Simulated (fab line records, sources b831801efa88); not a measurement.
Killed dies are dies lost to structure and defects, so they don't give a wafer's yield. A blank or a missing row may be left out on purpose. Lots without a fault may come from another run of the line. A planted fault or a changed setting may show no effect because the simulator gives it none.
Which tool did it? | flow gf180mcu | 12 lots, 36 wafers sampled, at 5 steps of a route of 602

WHAT THE GAUGES READ, wafer by wafer
The record holds no reading of a measuring or inspecting step that can be judged against a usual standard deviation.

WHICH TOOL RAN EACH LOT (tool, then ch and the chambers of the sampled wafers, then the start)
lot  | GF_SAB_COAT_04                    | GF_SAB_STRIP_13                      | GF_SALICIDE_RTA_06               | GF_CONTACT_ETCH_16                 | GF_M1_SPUTTER_00
L193 | litho_track-03 ch 0, day 14 18:00 | plasma_asher-02 ch 0,1, day 15 05:02 | rtp_anneal-02 ch 0, day 15 05:28 | rie_diel-03 ch 0,1,3, day 16 03:57 | pvd_sputter-04, day 16 05:06
L194 | litho_track-02 ch 0, day 15 02:10 | plasma_asher-02 ch 0,1, day 15 13:42 | rtp_anneal-02 ch 0, day 15 14:08 | rie_diel-01 ch 0,1,3, day 16 12:49 | pvd_sputter-01, day 16 13:57
L196 | litho_track-04 ch 0, day 15 22:16 | plasma_asher-02 ch 0,1, day 16 09:46 | rtp_anneal-02 ch 0, day 16 10:13 | rie_diel-03 ch 0,1,3, day 17 10:04 | pvd_sputter-01, day 17 11:12
L197 | litho_track-02 ch 0, day 16 02:49 | plasma_asher-04 ch 0,1, day 16 14:46 | rtp_anneal-02 ch 0, day 16 15:11 | rie_diel-02 ch 0,1,3, day 17 15:19 | pvd_sputter-03, day 17 16:28
L198 | litho_track-04 ch 0, day 16 14:19 | plasma_asher-02 ch 1, day 17 02:07   | rtp_anneal-02 ch 0, day 17 02:33 | rie_diel-03 ch 1,2,3, day 18 03:33 | pvd_sputter-04, day 18 04:42
L202 | litho_track-04 ch 0, day 17 19:58 | plasma_asher-02 ch 0,1, day 18 07:20 | rtp_anneal-02 ch 0, day 18 07:46 | rie_diel-03 ch 0,1,2, day 19 09:16 | pvd_sputter-01, day 19 10:25
L203 | litho_track-03 ch 0, day 18 09:45 | plasma_asher-04 ch 1, day 18 22:25   | rtp_anneal-01 ch 0, day 18 22:51 | rie_diel-02 ch 0,2,3, day 19 23:48 | pvd_sputter-04, day 20 00:57
L205 | litho_track-04 ch 0, day 19 00:52 | plasma_asher-02 ch 0,1, day 19 13:43 | rtp_anneal-02 ch 0, day 19 14:10 | rie_diel-01 ch 0,3, day 20 15:43   | pvd_sputter-04, day 20 16:58
L212 | litho_track-03 ch 0, day 21 09:28 | plasma_asher-01 ch 0,1, day 21 22:24 | rtp_anneal-01 ch 0, day 21 22:54 | rie_diel-01 ch 0,1,2, day 22 22:10 | pvd_sputter-01, day 22 23:19
L213 | litho_track-03 ch 0, day 21 20:16 | plasma_asher-02 ch 0, day 22 08:23   | rtp_anneal-01 ch 0, day 22 08:49 | rie_diel-01 ch 0,1,2, day 23 07:55 | pvd_sputter-01, day 23 09:04
L214 | litho_track-04 ch 0, day 22 06:32 | plasma_asher-01 ch 0,1, day 22 20:25 | rtp_anneal-02 ch 0, day 22 20:50 | rie_diel-01 ch 0,1, day 23 20:45   | pvd_sputter-04, day 23 21:53
L216 | litho_track-02 ch 0, day 22 19:31 | plasma_asher-02 ch 0,1, day 23 06:50 | rtp_anneal-02 ch 0, day 23 07:15 | rie_diel-03 ch 2,3, day 24 06:42   | pvd_sputter-03, day 24 07:56
- GF_SAB_COAT_04: resist thk 1000 nm.
- GF_SAB_STRIP_13: strips in O2/N2.
- GF_SALICIDE_RTA_06: time 30 s.
- GF_CONTACT_ETCH_16: etches BARC in N2/H2.
- GF_M1_SPUTTER_00: material Ti, target thk 37.5 nm, time 150 s.

WHAT THE TOOLS THEMSELVES READ (means of the sampled wafers that have a number; where no wafer has one, the mark that the record gives instead)
GF_SAB_COAT_04. Usual: exhaust_pa 44.9 Pa, standard deviation 0.84.
lot  | tool           | exhaust_pa (Pa) | flag
L193 | litho_track-03 | 45.8            |
L194 | litho_track-02 | 45.0            |
L196 | litho_track-04 | 45.6            |
L197 | litho_track-02 | 45.3            |
L198 | litho_track-04 | 44.7            |
L202 | litho_track-04 | 44.3            |
L203 | litho_track-03 | 45.1            |
L205 | litho_track-04 | 43.7            |
L212 | litho_track-03 | 45.1            |
L213 | litho_track-03 | 44.6            |
L214 | litho_track-04 | 46.4            |
L216 | litho_track-02 | 44.0            |

GF_SAB_STRIP_13. Usual: drypump_motor_current_A 5.5 A, standard deviation 0.46; heater_power_w 330 W, standard deviation 11; oes_product_au 0.710 a.u., standard deviation 0.0045; strip_time_to_endpoint_s 12.65 s, standard deviation 0.034.
lot  | tool            | drypump_motor_current_A (A) | heater_power_w (W) | oes_product_au (a.u.) | strip_time_to_endpoint_s (s) | flag
L193 | plasma_asher-02 | 5.6                         | 342                | 0.709                 | 12.63                        |
L194 | plasma_asher-02 | 5.2                         | 335                | 0.707                 | 12.61                        |
L196 | plasma_asher-02 | 5.6                         | 337                | 0.716                 | 12.64                        |
L197 | plasma_asher-04 | 5.6                         | 341                | 0.711                 | 12.61                        |
L198 | plasma_asher-02 | 4.8                         | 331                | 0.711                 | 12.67                        |
L202 | plasma_asher-02 | 5.6                         | 333                | 0.716                 | 12.69                        |
L203 | plasma_asher-04 | 6.1                         | 351                | 0.708                 | 12.71                        |
L205 | plasma_asher-02 | 5.2                         | 323                | 0.710                 | 12.64                        |
L212 | plasma_asher-01 | 5.5                         | 324                | 0.709                 | 12.91                        | OFF
L213 | plasma_asher-02 | 5.9                         | 326                | 0.711                 | 12.84                        | OFF
L214 | plasma_asher-01 | 5.4                         | 325                | 0.706                 | 12.65                        |
L216 | plasma_asher-02 | 5.6                         | 323                | 0.707                 | 12.67                        |

GF_SALICIDE_RTA_06. Usual: lamp_power_pct 6.37 %, standard deviation 0.095; wafer_temp_C_max 532.6, standard deviation 0.54.
lot  | tool          | lamp_power_pct (%) | wafer_temp_C_max | flag
L193 | rtp_anneal-02 | 6.31               | 532.6            |
L194 | rtp_anneal-02 | 6.31               | 532.9            |
L196 | rtp_anneal-02 | 6.31               | 532.2            |
L197 | rtp_anneal-02 | 6.31               | 533.1            |
L198 | rtp_anneal-02 | 6.31               | 532.8            |
L202 | rtp_anneal-02 | 6.30               | 532.3            |
L203 | rtp_anneal-01 | 6.51               | 532.1            |
L205 | rtp_anneal-02 | 6.31               | 532.6            |
L212 | rtp_anneal-01 | 6.52               | 533.1            |
L213 | rtp_anneal-01 | 6.51               | 531.9            |
L214 | rtp_anneal-02 | 6.31               | 533.5            |
L216 | rtp_anneal-02 | 6.31               | 532.5            |

GF_CONTACT_ETCH_16. Usual: drypump_motor_current_A 5.6 A, standard deviation 0.36; oes_product_au 0.854 a.u., standard deviation 0.0046; rf_fwd_power_W 495.6 W, standard deviation 2.3; throttle_valve_pct 13.225 %, standard deviation 0.0094.
lot  | tool        | drypump_motor_current_A (A) | oes_product_au (a.u.) | rf_fwd_power_W (W) | throttle_valve_pct (%) | flag
L193 | rie_diel-03 | 5.6                         | 0.853                 | 495.0              | 13.236                 |
L194 | rie_diel-01 | 5.9                         | 0.851                 | 496.0              | 13.224                 |
L196 | rie_diel-03 | 5.6                         | 0.856                 | 496.0              | 13.230                 |
L197 | rie_diel-02 | 5.7                         | 0.853                 | 494.2              | 13.230                 |
L198 | rie_diel-03 | 5.5                         | 0.855                 | 495.1              | 13.226                 |
L202 | rie_diel-03 | 5.4                         | 0.855                 | 495.7              | 13.224                 |
L203 | rie_diel-02 | 5.9                         | 0.855                 | 495.1              | 13.220                 |
L205 | rie_diel-01 | 6.0                         | 0.856                 | 491.5              | 13.222                 |
L212 | rie_diel-01 | 5.7                         | 0.855                 | 496.6              | 13.234                 |
L213 | rie_diel-01 | 5.7                         | 0.853                 | 496.0              | 13.214                 |
L214 | rie_diel-01 | 5.7                         | 0.848                 | 497.1              | 13.222                 |
L216 | rie_diel-03 | 5.7                         | 0.850                 | 497.1              | 13.221                 |

GF_M1_SPUTTER_00. Usual: throttle_valve_pct 30.2 %, standard deviation 1.4.
lot  | tool           | throttle_valve_pct (%) | flag
L193 | pvd_sputter-04 | 29.6                   |
L194 | pvd_sputter-01 | 30.2                   |
L196 | pvd_sputter-01 | 30.1                   |
L197 | pvd_sputter-03 | 30.9                   |
L198 | pvd_sputter-04 | 30.5                   |
L202 | pvd_sputter-01 | 29.9                   |
L203 | pvd_sputter-04 | 29.8                   |
L205 | pvd_sputter-04 | 29.5                   |
L212 | pvd_sputter-01 | 29.5                   |
L213 | pvd_sputter-01 | 29.7                   |
L214 | pvd_sputter-04 | 30.1                   |
L216 | pvd_sputter-03 | 29.9                   |

THE ANSWER, worked out from the rows above alone
Rule: a lot is off if the mean of its wafers that have a number lies more than 3 standard deviations from the usual mean. A lot without any number at a reading at which 4 lots or more have one is off too. The other lots that the step has rows for count as sound. The gauges are gone through in route order, then the tools' own readings, and for those a lot's mean is taken as printed above. The first step at which some lot is off is used, and at that step the reading that is off furthest; a lot without a number counts as furthest.
Off: L212, L213, at GF_SAB_STRIP_13 (strip_time_to_endpoint_s).
A tool fits if, at that step or a process step before it, it ran every lot that is off, and no sound lot after the first of them. One fits: litho_track-03 at GF_SAB_COAT_04. Its last sound lot is L203 (day 18 09:45), its first lot that is off L212 (day 21 09:28): a fault that began between those two fits.

WHAT THE SIMULATOR HAD PUT IN
Process parameter drift: litho_track-03, from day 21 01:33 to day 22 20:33, at GF_SAB_COAT_04. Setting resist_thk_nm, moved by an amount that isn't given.
Lots struck among those shown: L212, L213. The rule above found the same.
